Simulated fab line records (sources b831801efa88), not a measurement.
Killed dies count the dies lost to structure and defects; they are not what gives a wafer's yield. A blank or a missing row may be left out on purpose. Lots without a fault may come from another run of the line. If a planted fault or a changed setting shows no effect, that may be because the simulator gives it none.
What tool caused it?	flow sky130	42 wafers from 14 lots sampled at 2 of the route's 708 steps

== WHAT THE GAUGES SHOWED, per wafer ==
The record holds no reading of a measuring or inspecting step that can be judged against a usual standard deviation.

== WHICH TOOL RAN EACH LOT (tool, then ch and the chambers of the sampled wafers, then the start) ==
lot	SKY_VIA3_CLEAN_19	SKY_PAD_OPEN_PROBE_99
L480	wet_bench-03 ch 0, day 39 07:13	-
L481	wet_bench-02 ch 0, day 39 20:01	-
L482	wet_bench-02 ch 2, day 40 04:39	prober-01, day 46 04:04
L483	wet_bench-02 ch 1, day 40 12:45	-
L485	wet_bench-02 ch 0, day 41 06:08	prober-02, day 47 02:37
L487	wet_bench-03 ch 2, day 41 23:52	-
L488	wet_bench-04 ch 2, day 42 06:54	-
L489	wet_bench-02 ch 2, day 42 07:38	-
L491	wet_bench-02 ch 1, day 42 21:53	prober-02, day 48 10:30
L492	wet_bench-02 ch 2, day 43 05:30	prober-01, day 48 16:58
L496	wet_bench-04 ch 3, day 44 05:24	prober-01, day 49 11:48
L500	wet_bench-03 ch 1, day 45 16:13	prober-01, day 50 14:55
L502	wet_bench-03 ch 0, day 45 19:35	-
L503	wet_bench-03 ch 1, day 46 00:48	-
- SKY_VIA3_CLEAN_19: cleans in O3/DIW.
- SKY_PAD_OPEN_PROBE_99

== WHAT THE TOOLS THEMSELVES READ (means of the sampled wafers that have a number; where no wafer has one, the mark that the record gives instead) ==
SKY_PAD_OPEN_PROBE_99.
lot	tool	defect_limited_yield (%)	killed_at_M0_to_M3	killed_at_M4_up	killed_at_contacts	killed_at_front_end	killed_at_other	killed_dies	killed_open	killed_short	sort_bin_3_pad_short (%)	sort_bin_5_function (%)	sort_bin_6_memory (%)	sort_n_pass	sort_yield_pct (%)
L482	prober-01	81.4	45	4.3	24	19	0.3	92	50	39	0.5	10.9	7.2	400	81.4
L485	prober-02	82.8	41	2.7	25	15	0.0	84	44	40	0.7	9.7	6.8	408	82.8
L491	prober-02	75.2	79	4.0	24	14	0.7	122	44	41	4.2	14.5	6.2	370	75.2
L492	prober-01	71.1	99	2.0	26	15	0.0	142	41	34	5.0	16.7	7.1	350	71.1
L496	prober-01	83.5	44	2.0	21	14	0.0	81	47	34	0.6	9.3	6.5	411	83.5
L500	prober-01	82.7	42	3.0	21	18	0.3	85	44	40	1.0	9.8	6.4	407	82.7

== THE ANSWER, worked out from the rows above alone ==
Rule: what is usual is taken from the lots themselves. The widest of any qualifying gaps counts: lots, ordered by their means at a reading, are off when they make up no more than a third of the lots, leave a main group of 4 or more, and stand apart from it by 3 or more times the standard deviation of that group's means. The tables above print the reading to a certain number of digits; a main group whose means all agree to those digits is not used. A lot without any number at a reading at which 4 lots or more have one is off too. The other lots that the step has rows for count as sound. After the gauges, taken in route order, come the tools' own readings; for these a lot's mean is taken, as printed above. The first step at which some lot is off is used, and at that step the reading that is off furthest; a lot without a number counts as furthest.
Off at SKY_PAD_OPEN_PROBE_99 (killed_at_M0_to_M3): L491, L492. Mean 43 and standard deviation 1.6 in the main group. Neither off nor sound, because the step has no rows for them: L480, L481, L483, L487, L488, L489, L502, L503.
If a tool, at that step or one of the process steps before it, ran each lot that is off and ran no sound lot following the first of them, it fits. One fits: wet_bench-02 at SKY_VIA3_CLEAN_19. Its last sound lot is L485 (day 41 06:08), its first lot that is off L491 (day 42 21:53): a fault that began between those two fits.

== WHAT THE SIMULATOR HAD INSERTED ==
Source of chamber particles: wet_bench-02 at SKY_VIA3_CLEAN_19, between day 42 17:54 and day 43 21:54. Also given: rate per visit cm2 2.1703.
Lots struck among those shown: L491, L492. The rule given above showed the same thing.
